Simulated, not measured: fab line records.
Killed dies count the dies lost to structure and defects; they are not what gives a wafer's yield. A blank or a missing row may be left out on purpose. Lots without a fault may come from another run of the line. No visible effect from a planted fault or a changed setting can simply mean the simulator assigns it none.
Comparing a struck lot with a sound one	flow sky130	36 steps out of a route of 708
Sound: wafers L261.4, L261.5, L261.6. Struck: wafers L263.2, L263.4, L263.6. Last of all comes the cause.
For every step that has rows: the tool of each side, followed by ch and its chambers, followed by its first start. Under that, the readings that differ: sound wafers	struck wafers	difference of the means	sigmas: that difference in standard deviations of wafers without a fault.
alike: readings whose means differ by less than 2 such deviations, and words and numbers that are the same on both sides. not compared: withheld readings, readings that some wafer has no value for, bounds like >300 that may hide the same value, and numbers for which the record gives no deviation and whose values overlap.
A row with sigmas, a row that says differs or no value, or rows on one side alone: a step with any of these is where the two part. Numbers that don't overlap but have no deviation are shown without sigmas and don't part them. A reading that every wafer of one side lacks parts them only if that side has two wafers or more.

first, 10 steps without rows for these wafers: SKY_POLY_CUT_ETCH_10 (etches BARC in N2/H2, stops on SiO2, time 45.9 s, target depth 60 nm); SKY_POLY_CUT_ETCH_11 (etches Si3N4 in CF4/CH2F2/Ar, stops on poly-Si, time 42.5 s, target depth 60 nm); SKY_POLY_CUT_STRIP_12 (strips in O2/N2); SKY_SD_P_DEHYDRATE_00 (time 60 s); SKY_SD_P_HMDS_01 (prime time 60 s); SKY_SD_P_COAT_02 (resist thk 1140 nm); SKY_SD_P_SOFTBAKE_03 (time 60 s); SKY_SD_P_EXPOSE_04 (exposes mask PSDM, target cd 380 nm); SKY_SD_P_PEB_05; SKY_SD_P_DEVELOP_06 (develop time 60 s).
SKY_SD_P_IMPLANT_09:
  sound on implanter-03 ch 0, day 30 06:47; struck on implanter-03 ch 0, day 30 13:19
reading	sound	struck	difference	sigmas
dose_ions_cm2	2.993e+15 3e+15 3e+15	2.094e+15 2.089e+15 2.093e+15	-9.057e+14	-99 or more
SKY_SD_P_STRIP_10: strips in O2/N2.
  sound on plasma_asher-03 ch 0,1, day 30 06:54; struck on plasma_asher-02 ch 0, day 30 13:26
reading	sound	struck	difference	sigmas
oes_product_au (a.u.)	0.620 0.615 0.618	0.637 0.631 0.639	+0.018	+4
strip_time_to_endpoint_s (s)	17.48 17.50 17.52	16.69 16.78 16.74	-0.76	-21
  alike: drypump_motor_current_A
  not compared: rf_hours_counter_h
SKY_SD_P_TW_MEAS_11:
  struck on film_metro-02, day 30 13:33; sound on film_metro-02, day 30 06:59
reading	sound	struck	difference	sigmas
SD_P_TW	2807 2824 2826	2630 2640 2627	-187	-9
then, 21 steps without rows for these wafers: SKY_RES_XHIGH_DEHYDRATE_00 (time 60 s); SKY_RES_XHIGH_HMDS_01 (prime time 60 s); SKY_RES_XHIGH_COAT_02 (resist thk 1140 nm); SKY_RES_XHIGH_SOFTBAKE_03 (time 60 s); SKY_RES_XHIGH_EXPOSE_04 (exposes mask URPM, target cd 1270 nm); SKY_RES_XHIGH_PEB_05; SKY_RES_XHIGH_DEVELOP_06 (develop time 60 s); SKY_RES_XHIGH_IMPLANT_07; SKY_RES_XHIGH_STRIP_08 (strips in O2/N2); SKY_SD_N_DEHYDRATE_00 (time 60 s); SKY_SD_N_HMDS_01 (prime time 60 s); SKY_SD_N_COAT_02 (resist thk 1140 nm); SKY_SD_N_SOFTBAKE_03 (time 60 s); SKY_SD_N_EXPOSE_04 (exposes mask NSDM, target cd 380 nm); SKY_SD_N_PEB_05; SKY_SD_N_DEVELOP_06 (develop time 60 s); SKY_SD_N_IMPLANT_09; SKY_SD_N_IMPLANT_10; SKY_SD_N_STRIP_11 (strips in O2/N2); SKY_SD_N_CLEAN_13 (cleans in SC1/SC2, time 150 s); SKY_SD_N_RTA_14 (time 2 s).
-- the record jumps here: 2 days lie between the struck wafers' starts before and after --
SKY_SD_N_RS_MEAS_17: a four-point-probe measurement.
  struck on film_metro-02, day 32 19:53; sound on film_metro-02, day 32 15:24
reading	sound	struck	difference	sigmas
SD_P_RS (ohm/sq)	147.4 147.3 147.3	152.8 152.9 152.3	+5.3	+14
-- a jump in the record: the struck wafers' starts before and after are 16 days apart (it breaks off in module SD_N and resumes in module PAD_OPEN, where the first step shown is number 708 of the route) --
SKY_PAD_OPEN_PROBE_99:
  struck on prober-02, day 49 05:29; sound on prober-02, day 49 01:53
reading	sound	struck	difference	sigmas
killed_at_other	2 2 1	0 0 0	-2	-3
model.etest.licon_high_po.rc_ohm	349.9 350.8 373.4	598 611.7 636.2	+257	
model.etest.res_high_po.line_ohm_um	762 748.8 768.9	966.6 964.5 979.5	+210.3	
model.etest.res_pdiff.line_ohm_um	1418 1427 1395	1578 1551 1569	+153	
model.etest.pfet_01v8.r_on_ohm_um	2940 2851 2914	3136 3142 3108	+227	
model.etest.pfet_g5v0d10v5.r_on_ohm_um	4837 4788 4790	4880 4849 4840	+51	
model.etest.res_high_po.rs_ohm_sq	266.3 262.5 270.1	339.8 343 352	+78.6	
model.etest.licon_pdiff.rc_ohm	595.2 584.8 590.9	645.2 662.9 682	+73.1	
model.etest.res_pdiff_hv.rs_ohm_sq	190.6 190.8 190.1	214.6 213.6 213.4	+23.4	
  alike: killed_at_M0_to_M3, killed_at_M4_up, killed_at_contacts, killed_at_front_end, killed_dies, killed_open, killed_short

WHERE THEY PART
First at SKY_SD_P_IMPLANT_09; last, within this record, at SKY_PAD_OPEN_PROBE_99.

WHY: what had been put in by the simulator
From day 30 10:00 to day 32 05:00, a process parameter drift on implanter-03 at SKY_SD_P_IMPLANT_09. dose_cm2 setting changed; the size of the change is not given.
